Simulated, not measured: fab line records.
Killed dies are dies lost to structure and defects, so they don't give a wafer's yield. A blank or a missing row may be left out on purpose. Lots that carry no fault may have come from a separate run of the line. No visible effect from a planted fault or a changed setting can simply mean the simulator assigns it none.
Which of the tools did it? -- flow sky130 -- 11 lots with 33 wafers sampled at 6 steps, on a route of 708 steps

== WHAT THE GAUGES SHOWED, per wafer ==
SKY_SD_N_RS_MEAS_16: measures by four-point-probe. Usual: SD_N_RS 68.46 ohm/sq, standard deviation 0.13.
lot,measured,on,SD_N_RS (ohm/sq),flag
L728,day 28 14:14,film_metro-03,68.24 68.33 68.28,
L727,day 28 21:29,film_metro-03,68.38 68.34 68.31,
L729,day 29 17:19,film_metro-03,68.39 68.31 68.33,
L732,day 30 00:10,film_metro-02,68.56 68.46 68.54,
L737,day 32 09:50,film_metro-02,68.38 68.40 68.47,
L733,day 32 18:20,film_metro-04,68.54 68.45 68.74,
L736,day 32 21:23,film_metro-02,61.50 61.30 61.57,OFF
L743,day 33 03:02,film_metro-04,61.46 61.36 61.46,OFF
L746,day 34 02:53,film_metro-04,68.36 68.46 68.33,
L748,day 34 13:59,film_metro-04,68.52 68.63 68.37,
L750,day 35 05:54,film_metro-04,68.58 68.66 68.65,

SKY_SD_N_RS_MEAS_17: measures by four-point-probe. Usual: SD_P_RS 146.5 ohm/sq, standard deviation 0.35.
lot,measured,on,SD_P_RS (ohm/sq),flag
L728,day 28 14:22,film_metro-03,146.0 145.8 146.1,
L727,day 28 21:36,film_metro-03,146.7 146.3 146.4,
L729,day 29 17:26,film_metro-03,146.7 146.3 146.2,
L732,day 30 00:17,film_metro-02,146.8 146.3 146.6,
L737,day 32 09:57,film_metro-02,146.3 146.6 146.6,
L733,day 32 18:28,film_metro-04,146.7 146.5 147.1,
L736,day 32 21:30,film_metro-02,112.2 111.7 112.3,OFF
L743,day 33 03:09,film_metro-04,112.6 112.2 112.3,OFF
L746,day 34 03:00,film_metro-04,145.9 146.2 146.1,
L748,day 34 14:07,film_metro-04,146.4 147.2 146.9,
L750,day 35 06:01,film_metro-04,147.4 147.1 147.3,

SKY_SD_N_RS_MEAS_18: measures by four-point-probe. Usual: RES_XHIGH_RS 332.9 ohm/sq, standard deviation 1.2.
lot,measured,on,RES_XHIGH_RS (ohm/sq),flag
L728,day 28 14:29,film_metro-03,332.8 332.9 333.0,
L727,day 28 21:43,film_metro-03,333.1 332.9 332.8,
L729,day 29 17:33,film_metro-03,332.7 332.0 333.2,
L732,day 30 00:24,film_metro-02,333.6 333.1 332.8,
L737,day 32 10:04,film_metro-02,333.9 334.2 333.8,
L733,day 32 18:35,film_metro-04,333.6 334.9 334.4,
L736,day 32 21:37,film_metro-02,328.5 329.1 330.3,
L743,day 33 03:16,film_metro-04,330.3 331.1 330.4,
L746,day 34 03:07,film_metro-04,332.3 333.8 333.1,
L748,day 34 14:14,film_metro-04,333.3 333.4 333.2,
L750,day 35 06:08,film_metro-04,333.3 332.6 332.5,

SKY_LI_CONTACT_OVL_MEAS_13. Usual: LI_CONTACT_OVL 0 nm, standard deviation 5.5.
lot,measured,on,LI_CONTACT_OVL (nm),flag
L728,day 29 19:54,overlay-01,3 4 4,
L727,day 30 02:02,overlay-02,-11 -2 -3,
L729,day 30 22:06,overlay-02,7 6 0,
L732,day 31 05:01,overlay-01,-3 4 6,
L737,day 33 12:36,overlay-01,6 3 1,
L733,day 33 21:37,overlay-02,-2 -5 -2,
L736,day 34 00:39,overlay-02,-3 2 -8,
L743,day 34 05:31,overlay-02,-1 -1 -1,
L746,day 35 06:19,overlay-02,6 8 5,
L748,day 35 17:19,overlay-02,-3 -2 -2,
L750,day 36 08:42,overlay-01,-5 -5 -6,

SKY_LI_CONTACT_THK_MEAS_23: measures by xrf. Usual: LI_CONTACT_W_THK 385 nm, standard deviation 4.3.
lot,measured,on,LI_CONTACT_W_THK (nm),flag
L728,day 29 20:44,film_metro-03,379 374 382,
L727,day 30 02:53,film_metro-02,379 382 379,
L729,day 30 22:56,film_metro-02,389 387 378,
L732,day 31 05:52,film_metro-02,394 390 389,
L737,day 33 13:26,film_metro-04,385 384 384,
L733,day 33 22:28,film_metro-04,387 386 387,
L736,day 34 01:29,film_metro-02,387 384 385,
L743,day 34 06:22,film_metro-03,387 388 390,
L746,day 35 07:10,film_metro-02,391 391 392,
L748,day 35 18:10,film_metro-04,381 382 373,
L750,day 36 09:34,film_metro-03,382 385 383,

== WHAT TOOL EACH LOT RAN ON (gives the tool, then ch and the chambers of the sampled wafers, and finally the start) ==
lot,SKY_SD_N_RTA_14
L728,"rtp_anneal-01 ch 0, day 28 14:04"
L727,"rtp_anneal-02 ch 0, day 28 21:18"
L729,"rtp_anneal-01 ch 0, day 29 17:08"
L732,"rtp_anneal-01 ch 0, day 29 23:59"
L737,"rtp_anneal-01 ch 0, day 32 09:39"
L733,"rtp_anneal-02 ch 0, day 32 18:06"
L736,"rtp_anneal-01 ch 0, day 32 21:04"
L743,"rtp_anneal-01 ch 0, day 33 02:51"
L746,"rtp_anneal-02 ch 0, day 34 02:42"
L748,"rtp_anneal-02 ch 0, day 34 13:49"
L750,"rtp_anneal-02 ch 0, day 35 05:43"
- SKY_SD_N_RTA_14: time 2 s.

== AS READ BY THE TOOLS THEMSELVES (means over the sampled wafers that have a number; for cases with no such wafer, the mark the record gives instead) ==
SKY_SD_N_RTA_14. Usual: lamp_power_pct 15.74 %, standard deviation 0.052; wafer_temp_C_max 1078.0, standard deviation 1.2.
lot,tool,lamp_power_pct (%),wafer_temp_C_max,flag
L728,rtp_anneal-01,15.76,1078.1,
L727,rtp_anneal-02,15.75,1079.4,
L729,rtp_anneal-01,15.74,1077.5,
L732,rtp_anneal-01,15.75,1077.9,
L737,rtp_anneal-01,15.70,1078.4,
L733,rtp_anneal-02,15.67,1077.4,
L736,rtp_anneal-01,16.70,1117.5,OFF
L743,rtp_anneal-01,16.76,1116.0,OFF
L746,rtp_anneal-02,15.71,1077.8,
L748,rtp_anneal-02,15.70,1078.3,
L750,rtp_anneal-02,15.80,1077.1,

== THE ANSWER, worked out from the rows above alone ==
Rule: a lot counts as off when the mean over its wafers that have a number is more than 3 standard deviations away from the usual mean. Also off: a lot with no number at a reading for which 4 or more lots have one. Where the step has rows for the other lots, those lots are counted as sound. Order of review: gauges by route order, followed by the tools' own readings, for which a lot's mean as printed above is used. At the first step where some lot is off, the reading lying furthest off is the one used; lots without a number count as furthest.
Off: at SKY_SD_N_RS_MEAS_16 (SD_N_RS), L736, L743.
A tool fits if, at a process step before that reading, it ran every lot that is off, and no sound lot after the first of them. The gauges at SKY_SD_N_RS_MEAS_16 aren't tried: what is off there is off at SKY_SD_N_RTA_14 too, on other tools, and a gauge's error can't cause that. One fits: rtp_anneal-01 at SKY_SD_N_RTA_14. A fault onset in the window from L737 (day 32 09:39, its last sound lot) to L736 (day 32 21:04, its first lot off) fits.
The tool's own readings at SKY_SD_N_RTA_14 bear it out: on the lots that are off they differ by more than 5 times the standard deviation of the sound lots' means. lamp_power_pct reads 16.73 % there against 15.73 % on the sound lots; wafer_temp_C_max reads 1116.8 there against 1078.0 on the sound lots.

== WHAT THE SIMULATOR HAD INSERTED ==
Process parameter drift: rtp_anneal-01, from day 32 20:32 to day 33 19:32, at SKY_SD_N_RTA_14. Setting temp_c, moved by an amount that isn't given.
Struck lots among those shown: L736, L743. The rule above found the same.
